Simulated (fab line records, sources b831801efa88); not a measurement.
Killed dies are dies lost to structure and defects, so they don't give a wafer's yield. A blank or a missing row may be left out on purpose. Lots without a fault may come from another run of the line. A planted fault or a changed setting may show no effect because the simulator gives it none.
Which tool did it? | flow sky130 | 11 lots, 33 wafers sampled, at 1 step of a route of 708

WHAT THE GAUGES READ, wafer by wafer
SKY_CAPM_THK_MEAS_04: measures by xrf.
lot  | measured     | on            | CAPM_TIN_THK (nm)
L682 | day 36 16:24 | film_metro-04 | 202.0 199.2 199.8
L683 | day 37 00:44 | film_metro-01 | 197.9 197.7 200.0
L684 | day 37 09:53 | film_metro-01 | 202.1 201.0 199.5
L685 | day 38 01:37 | film_metro-02 | 201.9 203.7 202.3
L686 | day 38 09:28 | film_metro-01 | 200.1 199.0 198.4
L687 | day 38 14:21 | film_metro-01 | 196.6 197.6 198.1
L696 | day 41 08:55 | film_metro-01 | 202.0 203.3 201.8
L698 | day 41 14:44 | film_metro-02 | 198.1 199.2 198.7
L699 | day 42 06:23 | film_metro-02 | 201.5 199.0 200.0
L700 | day 42 12:08 | film_metro-02 | 202.1 203.7 202.2
L701 | day 42 13:13 | film_metro-02 | 199.2 197.7 195.7

WHICH TOOL RAN EACH LOT (tool, then ch and the chambers of the sampled wafers, then the start)
The record holds no process step before these readings.

THE ANSWER, worked out from the rows above alone
Rule: what is usual is taken from the lots themselves. Put in order of their means at a reading, lots are off if they are a third of the lots or fewer, leave a main group of 4 or more, and stand apart from it by a gap of 3 or more times the standard deviation of the main group's means; of several such gaps the widest counts. A main group whose means are all the same, to the digits that the tables above print for the reading, isn't used. A lot without any number at a reading at which 4 lots or more have one is off too. The other lots that the step has rows for count as sound.
No lot is off at any reading shown: from this, nothing can be told.

WHAT THE SIMULATOR HAD PUT IN
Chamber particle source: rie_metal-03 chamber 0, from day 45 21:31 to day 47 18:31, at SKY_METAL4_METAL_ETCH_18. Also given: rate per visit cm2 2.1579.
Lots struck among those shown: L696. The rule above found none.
